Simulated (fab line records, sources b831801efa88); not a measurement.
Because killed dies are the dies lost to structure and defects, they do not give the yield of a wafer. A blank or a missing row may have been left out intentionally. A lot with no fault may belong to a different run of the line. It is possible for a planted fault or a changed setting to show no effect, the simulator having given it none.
fab line records	flow sky130
[record] lots = 24	wafers = 72	last-day = 50
route steps=708 shown SD_N@354 LI_CONTACT@383 CONTACT@411 VIA1@481 CAP2M@617 VIA4@660
lots with no fault: from the same line, run without faults
start-h: the number of hours between the record's first day and the start of the first shown wafer of the lot	wait-h: how many hours have passed since the lot's step before this one	" repeats the value in the row above	L1.1+2: a single row standing in for several wafers	- no value present, or no start provided	* or withheld: withheld	< > ~ a bound
route shown NAME@n: NAME is a module with steps in the file, n the number in the route of the first one	usual: mean and standard deviation over wafers with no fault	same: alike in all rows	chamber/n: place in a boat	sites: each site's reading	_std_site: how widely they spread, as a standard deviation	_edge_site: inner sites' mean taken away from outer sites' mean	radius-mm: for every site, how far away it sits from the centre of the wafer	mask NAME#n: copy n	behind: the tool/chamber that last shaped the wafer	hold: the reason the lot was held/the length of the hold in hours/how it ended	device: the n, p or np transistor that did not switch	end of line: at the end of the route, the tests of the same wafers	a step without rows: its recipe alone	killed: the dies lost at the first sort to structure and to defects; this is not the yield of the wafer	map: a wafer's dies, x killed, . not, _ none there
set.NAME: setting as actually run; set.NAME@STEP: the setting as run at that earlier step	model.NAME: the simulator's own value behind a step, which no gauge read
one table for each step of the route and one row for each wafer, over a sample of lots
services: the hour from which a tool's chamber was out of use, counted from the record's first day as start-h (under 0 if before that day), plus the number of hours and why
[[steps]]
[step SKY_SD_N_TW_MEAS_12]
[usual] SD_N_TW = 3974/56
lot.wafer	tool	chamber	start-h	wait-h	SD_N_TW
L075.3	film-metro-01	-	688.37	0.1	3993
L075.5	"	-	"	"	3987
L075.6	"	-	"	"	3979
L078.1	film-metro-01	-	689.25	0.1	3951
L078.3	"	-	"	"	3973
L078.4	"	-	"	"	3960
L076.1	film-metro-04	-	694.15	0.1	3910
L076.4	"	-	"	"	3968
L076.5	"	-	"	"	3927
L074.1	film-metro-01	-	694.55	0.1	3997
L074.3	"	-	"	"	3973
L074.5	"	-	"	"	3992
L077.1	film-metro-04	-	699.20	0.1	3925
L077.2	"	-	"	"	3937
L077.4	"	-	"	"	3919
L080.3	film-metro-04	-	707.82	0.1	3921
L080.5	"	-	"	"	3914
L080.6	"	-	"	"	3905
L079.4	film-metro-04	-	708.28	0.1	3919
L079.5	"	-	"	"	3941
L079.6	"	-	"	"	3932
L081.4	film-metro-01	-	712.28	0.1	3957
L081.5	"	-	"	"	3993
L081.6	"	-	"	"	3983
L082.3	film-metro-02	-	722.72	0.1	4080
L082.4	"	-	"	"	4062
L082.5	"	-	"	"	4051
L083.3	film-metro-02	-	734.52	0.1	4062
L083.5	"	-	"	"	4053
L083.6	"	-	"	"	4058
L084.1	film-metro-01	-	741.90	0.1	3951
L084.2	"	-	"	"	3948
L084.4	"	-	"	"	3941
L085.1	film-metro-02	-	743.10	0.1	4069
L085.3	"	-	"	"	4061
L085.5	"	-	"	"	4061
L086.1	film-metro-04	-	753.45	0.1	3910
L086.3	"	-	"	"	3894
L086.5	"	-	"	"	3891
L087.3	film-metro-02	-	759.67	0.1	4052
L087.4	"	-	"	"	4032
L087.6	"	-	"	"	4032
L088.2	film-metro-01	-	764.01	0.1	3942
L088.3	"	-	"	"	3927
L088.6	"	-	"	"	3946
L089.1	film-metro-01	-	774.20	0.1	3995
L089.2	"	-	"	"	3957
L089.3	"	-	"	"	3953
L090.1	film-metro-04	-	784.40	0.1	3921
L090.2	"	-	"	"	3937
L090.6	"	-	"	"	3936
L091.1	film-metro-02	-	788.50	0.1	4054
L091.3	"	-	"	"	4041
L091.4	"	-	"	"	4051
L092.1	film-metro-02	-	796.80	0.1	4067
L092.4	"	-	"	"	4076
L092.6	"	-	"	"	4077
L093.1	film-metro-01	-	803.95	0.1	3968
L093.2	"	-	"	"	3964
L093.4	"	-	"	"	3959
L094.2	film-metro-01	-	816.51	0.1	4020
L094.3	"	-	"	"	4011
L094.4	"	-	"	"	4006
L095.4	film-metro-04	-	822.18	0.1	3942
L095.5	"	-	"	"	3916
L095.6	"	-	"	"	3925
L096.1	film-metro-04	-	823.85	0.1	3916
L096.3	"	-	"	"	3917
L096.4	"	-	"	"	3908
L097.2	film-metro-04	-	832.37	0.1	3900
L097.3	"	-	"	"	3911
L097.6	"	-	"	"	3909
[step SKY_LI_CONTACT_CVD_21]
[recipe] material = W	target-thk-nm = 400	time-s = 120.56	temp-c = 400	pressure-torr = 40
[usual] heater-power-w = 844/42
lot.wafer	tool	chamber	start-h	wait-h	heater-power-w
L075.3	cvd-w-01	1	718.87	0.1	797
L075.5	"	0	"	"	857
L075.6	"	1	"	"	810
L078.1	cvd-w-02	1	719.88	0.0	770
L078.3	"	0	"	"	902
L078.4	"	1	"	"	784
L076.1	cvd-w-01	0	724.62	0.0	853
L076.4	"	0	"	"	856
L076.5	"	0	"	"	857
L074.1	cvd-w-01	0	725.23	0.0	883
L074.3	"	1	"	"	823
L074.5	"	1	"	"	821
L077.1	cvd-w-01	1	729.05	0.0	828
L077.2	"	0	"	"	865
L077.4	"	0	"	"	874
L080.3	cvd-w-02	0	737.45	0.1	899
L080.5	"	0	"	"	894
L080.6	"	1	"	"	791
L079.4	cvd-w-02	0	737.85	0.1	881
L079.5	"	1	"	"	798
L079.6	"	0	"	"	872
L081.4	cvd-w-02	1	742.11	0.0	790
L081.5	"	0	"	"	912
L081.6	"	1	"	"	803
L082.3	cvd-w-02	0	751.19	0.1	909
L082.4	"	1	"	"	790
L082.5	"	1	"	"	792
L083.3	cvd-w-02	1	762.78	0.1	796
L083.5	"	0	"	"	894
L083.6	"	1	"	"	782
L084.1	cvd-w-01	0	770.35	0.0	878
L084.2	"	1	"	"	821
L084.4	"	0	"	"	900
L085.1	cvd-w-02	0	771.94	0.0	885
L085.3	"	1	"	"	795
L085.5	"	0	"	"	890
L086.1	cvd-w-02	0	782.38	0.0	887
L086.3	"	1	"	"	791
L086.5	"	0	"	"	896
L087.3	cvd-w-02	1	787.20	0.1	784
L087.4	"	0	"	"	879
L087.6	"	1	"	"	796
L088.2	cvd-w-02	1	792.30	0.0	813
L088.3	"	1	"	"	797
L088.6	"	1	"	"	777
L089.1	cvd-w-01	0	802.60	0.0	855
L089.2	"	1	"	"	822
L089.3	"	0	"	"	870
L090.1	cvd-w-02	0	812.49	0.0	911
L090.2	"	1	"	"	795
L090.6	"	1	"	"	793
L091.1	cvd-w-02	0	817.15	0.0	893
L091.3	"	1	"	"	795
L091.4	"	0	"	"	909
L092.1	cvd-w-02	0	825.59	0.0	901
L092.4	"	0	"	"	876
L092.6	"	0	"	"	892
L093.1	cvd-w-01	1	832.40	0.0	814
L093.2	"	1	"	"	833
L093.4	"	1	"	"	847
L094.2	cvd-w-01	0	844.42	0.0	868
L094.3	"	0	"	"	867
L094.4	"	1	"	"	800
L095.4	cvd-w-01	1	849.93	0.1	828
L095.5	"	1	"	"	826
L095.6	"	0	"	"	872
L096.1	cvd-w-01	1	851.63	0.0	832
L096.3	"	0	"	"	867
L096.4	"	1	"	"	810
L097.2	cvd-w-01	0	860.72	0.0	857
L097.3	"	1	"	"	819
L097.6	"	1	"	"	824
[step SKY_CONTACT_BOW_MEAS_05]
[recipe] mode = bow
[usual] CONTACT_BOW = 83/7.6
lot.wafer	tool	chamber	start-h	wait-h	CONTACT_BOW[um]
L075.3	film-metro-04	-	748.36	0.3	80
L075.5	"	-	"	"	81
L075.6	"	-	"	"	84
L078.1	film-metro-03	-	749.51	0.1	77
L078.3	"	-	"	"	72
L078.4	"	-	"	"	69
L076.1	film-metro-03	-	754.41	0.1	88
L076.4	"	-	"	"	84
L076.5	"	-	"	"	80
L074.1	film-metro-04	-	754.71	0.1	89
L074.3	"	-	"	"	92
L074.5	"	-	"	"	101
L077.1	film-metro-01	-	758.08	0.1	82
L077.2	"	-	"	"	88
L077.4	"	-	"	"	78
L080.3	film-metro-04	-	766.17	0.3	80
L080.5	"	-	"	"	89
L080.6	"	-	"	"	92
L079.4	film-metro-01	-	767.02	0.3	72
L079.5	"	-	"	"	81
L079.6	"	-	"	"	95
L081.4	film-metro-01	-	770.99	0.3	84
L081.5	"	-	"	"	85
L081.6	"	-	"	"	80
L082.3	film-metro-01	-	779.75	0.1	82
L082.4	"	-	"	"	75
L082.5	"	-	"	"	79
L083.3	film-metro-03	-	791.32	0.2	105
L083.5	"	-	"	"	78
L083.6	"	-	"	"	75
L084.1	film-metro-03	-	799.08	0.1	75
L084.2	"	-	"	"	81
L084.4	"	-	"	"	66
L085.1	film-metro-03	-	800.14	0.1	81
L085.3	"	-	"	"	79
L085.5	"	-	"	"	83
L086.1	film-metro-04	-	811.30	0.1	86
L086.3	"	-	"	"	85
L086.5	"	-	"	"	77
L087.3	film-metro-01	-	816.06	0.2	77
L087.4	"	-	"	"	79
L087.6	"	-	"	"	70
L088.2	film-metro-03	-	822.04	0.3	88
L088.3	"	-	"	"	94
L088.6	"	-	"	"	74
L089.1	film-metro-04	-	830.65	0.1	96
L089.2	"	-	"	"	91
L089.3	"	-	"	"	93
L090.1	film-metro-03	-	840.55	0.1	84
L090.2	"	-	"	"	74
L090.6	"	-	"	"	86
L091.1	film-metro-03	-	845.33	0.2	74
L091.3	"	-	"	"	86
L091.4	"	-	"	"	84
L092.1	film-metro-04	-	852.98	0.1	96
L092.4	"	-	"	"	69
L092.6	"	-	"	"	78
L093.1	film-metro-01	-	860.54	0.1	93
L093.2	"	-	"	"	82
L093.4	"	-	"	"	93
L094.2	film-metro-03	-	873.21	0.2	81
L094.3	"	-	"	"	87
L094.4	"	-	"	"	85
L095.4	film-metro-04	-	878.09	0.3	91
L095.5	"	-	"	"	87
L095.6	"	-	"	"	81
L096.1	film-metro-04	-	879.99	0.2	84
L096.3	"	-	"	"	76
L096.4	"	-	"	"	87
L097.2	film-metro-04	-	888.87	0.2	90
L097.3	"	-	"	"	79
L097.6	"	-	"	"	74
[step SKY_VIA1_THK_MEAS_23]
[recipe] thk-meas-gauge = xrf	reads = W_of_VIA1_CVD_21
[usual] VIA1_W_THK = 276/4.2
lot.wafer	tool	chamber	start-h	wait-h	VIA1_W_THK[nm]
L075.3	film-metro-01	-	832.33	0.1	269
L075.5	"	-	"	"	265
L075.6	"	-	"	"	275
L078.1	film-metro-01	-	833.10	0.1	269
L078.3	"	-	"	"	270
L078.4	"	-	"	"	267
L076.1	film-metro-01	-	839.47	0.1	271
L076.4	"	-	"	"	271
L076.5	"	-	"	"	269
L074.1	film-metro-02	-	839.47	0.1	275
L074.3	"	-	"	"	279
L074.5	"	-	"	"	277
L077.1	film-metro-04	-	841.68	0.1	278
L077.2	"	-	"	"	277
L077.4	"	-	"	"	280
L080.3	film-metro-02	-	849.81	0.1	278
L080.5	"	-	"	"	281
L080.6	"	-	"	"	283
L079.4	film-metro-02	-	851.47	0.1	279
L079.5	"	-	"	"	276
L079.6	"	-	"	"	278
L081.4	film-metro-04	-	855.30	0.1	277
L081.5	"	-	"	"	280
L081.6	"	-	"	"	276
L082.3	film-metro-04	-	864.29	0.1	277
L082.4	"	-	"	"	280
L082.5	"	-	"	"	278
L083.3	film-metro-02	-	873.63	0.1	277
L083.5	"	-	"	"	273
L083.6	"	-	"	"	277
L084.1	film-metro-01	-	880.89	0.1	271
L084.2	"	-	"	"	273
L084.4	"	-	"	"	271
L085.1	film-metro-02	-	883.48	0.1	276
L085.3	"	-	"	"	278
L085.5	"	-	"	"	281
L086.1	film-metro-02	-	894.03	0.1	277
L086.3	"	-	"	"	279
L086.5	"	-	"	"	277
L087.3	film-metro-04	-	898.30	0.1	280
L087.4	"	-	"	"	278
L087.6	"	-	"	"	277
L088.2	film-metro-02	-	902.57	0.1	280
L088.3	"	-	"	"	283
L088.6	"	-	"	"	274
L089.1	film-metro-04	-	912.01	0.1	277
L089.2	"	-	"	"	283
L089.3	"	-	"	"	281
L090.1	film-metro-01	-	925.09	0.1	272
L090.2	"	-	"	"	270
L090.6	"	-	"	"	271
L091.1	film-metro-01	-	925.75	0.1	279
L091.3	"	-	"	"	271
L091.4	"	-	"	"	277
L092.1	film-metro-02	-	932.10	0.1	280
L092.4	"	-	"	"	279
L092.6	"	-	"	"	276
L093.1	film-metro-04	-	938.76	0.1	278
L093.2	"	-	"	"	276
L093.4	"	-	"	"	277
L094.2	film-metro-01	-	952.01	0.1	269
L094.3	"	-	"	"	267
L094.4	"	-	"	"	270
L095.4	film-metro-02	-	957.19	0.1	280
L095.5	"	-	"	"	281
L095.6	"	-	"	"	284
L096.1	film-metro-02	-	958.27	0.1	277
L096.3	"	-	"	"	271
L096.4	"	-	"	"	275
L097.2	film-metro-01	-	966.62	0.1	277
L097.3	"	-	"	"	275
L097.6	"	-	"	"	279
[step SKY_CAP2M_STRIP_14]
[recipe] chemistry = O2/N2	power-w = 1400	pressure-mtorr = 1500	platen-temp-c = withheld	o2-flow-sccm = 3125	n2-flow-sccm = 300	overash-fraction = 0.5
[usual] drypump-motor-current-A = 6.2/0.43	oes-product-au = 0.711/0.0047	strip-time-to-endpoint-s = 12.63/0.039
lot.wafer	tool	chamber	start-h	wait-h	drypump-motor-current-A	oes-product-au	rf-hours-counter-h	strip-time-to-endpoint-s
L075.3	plasma-asher-01	1	988.34	0.1	6.3	0.715	-	12.59
L075.5	"	0	"	"	5.7	0.710	-	12.63
L075.6	"	1	"	"	6.3	0.714	-	12.63
L078.1	plasma-asher-01	0	989.42	0.1	5.7	0.706	54	12.60
L078.3	"	1	"	"	6.3	0.710	-	12.61
L078.4	"	0	"	"	5.7	0.712	-	12.61
L076.1	plasma-asher-04	1	994.36	0.1	6.8	0.716	25	12.62
L076.4	"	0	"	"	6.3	0.716	-	12.61
L076.5	"	0	"	"	6.3	0.710	-	12.64
L074.1	plasma-asher-04	0	995.61	0.1	6.3	0.709	25	12.56
L074.3	"	0	"	"	6.3	0.714	-	12.62
L074.5	"	0	"	"	6.3	0.700	-	12.59
L077.1	plasma-asher-02	1	998.26	0.1	6.1	0.712	86	12.58
L077.2	"	0	"	"	5.4	0.710	86	12.58
L077.4	"	0	"	"	5.4	0.711	-	12.59
L080.3	plasma-asher-04	0	1003.25	0.1	6.3	0.709	-	12.66
L080.5	"	1	"	"	6.8	0.710	-	12.62
L080.6	"	0	"	"	6.3	0.707	-	12.67
L079.4	plasma-asher-04	1	1007.99	0.1	6.8	0.714	-	12.62
L079.5	"	1	"	"	6.8	0.716	-	12.62
L079.6	"	0	"	"	6.3	0.713	-	12.62
L081.4	plasma-asher-01	0	1010.85	0.1	5.7	0.718	-	12.64
L081.5	"	1	"	"	6.3	0.710	-	12.63
L081.6	"	0	"	"	5.7	0.712	-	12.59
L082.3	plasma-asher-01	1	1017.75	0.1	6.2	0.718	-	12.59
L082.4	"	0	"	"	5.7	0.715	-	12.64
L082.5	"	1	"	"	6.3	0.706	-	12.63
L083.3	plasma-asher-04	1	1025.60	0.1	6.8	0.711	-	12.59
L083.5	"	1	"	"	6.8	0.714	-	12.58
L083.6	"	0	"	"	6.3	0.718	-	12.59
L084.1	plasma-asher-01	1	1032.56	0.1	6.2	0.715	59	12.66
L084.2	"	0	"	"	5.7	0.712	59	12.65
L084.4	"	1	"	"	6.2	0.715	-	12.67
L085.1	plasma-asher-01	1	1035.62	0.1	6.3	0.709	59	12.67
L085.3	"	1	"	"	6.3	0.712	-	12.62
L085.5	"	0	"	"	5.7	0.713	-	12.58
L086.1	plasma-asher-04	0	1044.72	0.1	6.3	0.713	30	12.70
L086.3	"	0	"	"	6.3	0.711	-	12.63
L086.5	"	1	"	"	6.8	0.707	-	12.67
L087.3	plasma-asher-02	0	1047.14	0.1	5.4	0.712	-	12.66
L087.4	"	1	"	"	6.0	0.700	-	12.64
L087.6	"	0	"	"	5.4	0.712	-	12.67
L088.2	plasma-asher-04	0	1050.79	0.1	6.3	0.711	31	12.68
L088.3	"	1	"	"	6.8	0.706	-	12.69
L088.6	"	0	"	"	6.3	0.713	-	12.69
L089.1	plasma-asher-01	0	1057.79	0.1	5.7	0.711	61	12.69
L089.2	"	1	"	"	6.3	0.706	61	12.62
L089.3	"	0	"	"	5.6	0.708	-	12.67
L090.1	plasma-asher-01	1	1071.02	0.1	6.3	0.701	63	12.65
L090.2	"	0	"	"	5.7	0.712	63	12.71
L090.6	"	1	"	"	6.3	0.708	-	12.65
L091.1	plasma-asher-04	1	1072.82	0.1	6.8	0.710	33	12.68
L091.3	"	0	"	"	6.3	0.712	-	12.65
L091.4	"	1	"	"	6.8	0.713	-	12.67
L092.1	plasma-asher-02	0	1076.76	0.1	5.4	0.715	94	12.56
L092.4	"	0	"	"	5.4	0.711	-	12.58
L092.6	"	0	"	"	5.4	0.707	-	12.67
L093.1	plasma-asher-04	1	1083.21	0.1	6.8	0.718	34	12.72
L093.2	"	0	"	"	6.3	0.704	34	12.69
L093.4	"	0	"	"	6.3	0.700	-	12.67
L094.2	plasma-asher-01	0	1094.21	0.1	5.7	0.721	65	12.62
L094.3	"	0	"	"	5.7	0.707	-	12.58
L094.4	"	1	"	"	6.3	0.709	-	12.65
L095.4	plasma-asher-02	0	1097.85	0.1	5.4	0.716	-	12.73
L095.5	"	0	"	"	5.4	0.712	-	12.66
L095.6	"	1	"	"	6.0	0.704	-	12.63
L096.1	plasma-asher-04	0	1102.01	0.1	6.3	0.713	36	12.62
L096.3	"	0	"	"	6.3	0.707	-	12.62
L096.4	"	1	"	"	6.8	0.705	-	12.62
L097.2	plasma-asher-01	1	1109.82	0.1	6.3	0.704	66	12.63
L097.3	"	0	"	"	5.7	0.719	-	12.65
L097.6	"	1	"	"	6.2	0.715	-	12.63
[step SKY_VIA4_CMP_21]
[recipe] stop-on = SiO2	t-overpolish-s = 25	down-force-psi = 3.5	platen-rpm = 60	target-thk-nm = 0	pad-velocity-m-s = 0.94248
[usual] motor-current-A = 11.0/0.75	overpolish-run-s = 25.001/0.0093	time-to-endpoint-s = 123/4
lot.wafer	tool	chamber	start-h	wait-h	motor-current-A	overpolish-run-s	time-to-endpoint-s
L075.3	cmp-01	2	1036.95	0.1	11.8	24.990	123
L075.5	"	1	"	"	10.3	24.998	130
L075.6	"	2	"	"	11.3	24.992	126
L078.4	cmp-02	0	1039.12	0.0	11.1	24.989	123
L078.3	"	2	"	"	10.2	24.979	131
L078.1	"	3	"	"	11.6	25.005	126
L076.4	cmp-01	0	1043.36	0.0	11.2	25.014	122
L076.1	"	2	"	"	11.5	24.994	130
L076.5	"	1	"	"	9.9	25.003	124
L074.1	cmp-01	1	1044.72	0.1	9.6	25.008	117
L074.3	"	3	"	"	9.2	24.986	127
L074.5	"	2	"	"	11.8	25.007	115
L077.4	cmp-01	2	1047.15	0.0	11.4	24.991	123
L077.1	"	3	"	"	9.8	25.025	127
L077.2	"	0	"	"	11.5	25.021	119
L080.3	cmp-01	1	1050.14	0.1	10.4	25.016	124
L080.6	"	0	"	"	11.7	25.006	123
L080.5	"	1	"	"	9.5	25.001	131
L079.4	cmp-02	3	1054.34	0.5	12.5	25.001	117
L079.6	"	0	"	"	11.1	24.990	128
L079.5	"	1	"	"	12.1	25.004	117
L081.4	cmp-02	0	1058.09	0.1	11.2	25.018	128
L081.5	"	2	"	"	10.2	24.999	125
L081.6	"	3	"	"	11.8	24.994	124
L082.3	cmp-01	1	1064.58	0.0	9.7	24.999	127
L082.4	"	3	"	"	9.6	25.010	128
L082.5	"	1	"	"	10.1	24.995	124
L083.3	cmp-02	2	1072.92	0.1	10.8	24.992	124
L083.6	"	0	"	"	11.4	24.992	121
L083.5	"	1	"	"	11.9	24.995	116
L084.2	cmp-02	1	1078.18	0.0	11.3	24.997	111
L084.1	"	2	"	"	10.6	25.003	124
L084.4	"	0	"	"	11.3	25.002	120
L085.3	cmp-01	0	1083.60	0.1	11.8	25.005	119
L085.1	"	1	"	"	10.4	25.000	122
L085.5	"	3	"	"	9.9	25.009	127
L086.1	cmp-02	0	1091.16	0.5	11.4	25.013	123
L086.3	"	1	"	"	11.3	25.011	119
L086.5	"	3	"	"	11.3	25.006	122
L087.4	cmp-02	3	1094.41	1.4	10.9	25.001	124
L087.3	"	0	"	"	12.0	25.010	126
L087.6	"	3	"	"	11.7	24.993	120
L088.3	cmp-01	2	1097.54	0.0	11.4	25.000	122
L088.2	"	1	"	"	10.5	25.003	125
L088.6	"	3	"	"	9.9	25.006	123
L089.3	cmp-02	2	1103.00	0.0	10.3	24.999	119
L089.1	"	3	"	"	11.2	24.995	126
L089.2	"	0	"	"	11.1	24.995	123
L090.1	cmp-02	0	1117.44	0.1	11.5	25.014	128
L090.2	"	1	"	"	10.7	25.006	118
L090.6	"	1	"	"	11.3	24.986	116
L091.4	cmp-01	1	1118.61	0.2	10.1	24.995	129
L091.1	"	2	"	"	11.5	24.988	127
L091.3	"	0	"	"	11.7	24.980	122
L092.1	cmp-02	0	1121.88	0.1	11.5	25.004	123
L092.4	"	2	"	"	11.0	24.991	119
L092.6	"	3	"	"	11.3	25.009	122
L093.4	cmp-02	2	1126.75	0.0	10.5	25.003	128
L093.2	"	0	"	"	11.1	25.009	121
L093.1	"	1	"	"	11.8	25.013	121
L094.4	cmp-02	0	1138.34	0.1	10.8	25.006	124
L094.3	"	1	"	"	10.8	25.011	119
L094.2	"	2	"	"	10.4	24.999	129
L095.4	cmp-02	0	1142.12	0.2	10.8	24.999	122
L095.5	"	3	"	"	11.7	25.004	122
L095.6	"	0	"	"	11.3	24.983	124
L096.1	cmp-02	0	1144.62	0.1	11.6	24.990	114
L096.4	"	1	"	"	11.8	24.998	114
L096.3	"	2	"	"	10.6	25.015	124
L097.2	cmp-01	0	1152.23	0.1	11.0	25.002	124
L097.3	"	2	"	"	11.7	25.016	124
L097.6	"	0	"	"	11.5	25.008	121
[[services]]
tool	chamber	start-h	hours	kind
cvd-w-01	-	701.44	6.0	pm
cmp-01	-	718.03	5.2	pm
plasma-asher-04	-	733.75	9.0	pm
cvd-w-01	1	734.12	3.4	repair
plasma-asher-01	-	734.53	14.6	pm
cmp-02	-	735.17	5.6	pm
cmp-02	-	744.44	4.0	pm
cmp-01	-	766.10	13.0	pm
cvd-w-02	-	776.29	1.0	repair
cmp-02	-	805.63	0.7	repair
cvd-w-01	0	827.02	6.1	repair
cvd-w-02	-	904.00	14.0	pm
cvd-w-01	-	913.74	1.1	repair
cvd-w-02	-	918.00	6.9	pm
cvd-w-01	-	924.97	4.3	pm
cvd-w-02	0	928.69	6.3	repair
cmp-02	-	951.06	21.4	pm
cvd-w-02	-	981.45	2.8	pm
cmp-02	-	990.19	1.6	repair
cvd-w-01	0	1003.38	18.7	repair
cmp-02	-	1011.68	4.4	pm
cvd-w-01	-	1025.35	2.8	pm
cmp-02	-	1084.44	4.0	pm
cmp-02	-	1104.17	4.9	pm
[[key]]
fault none
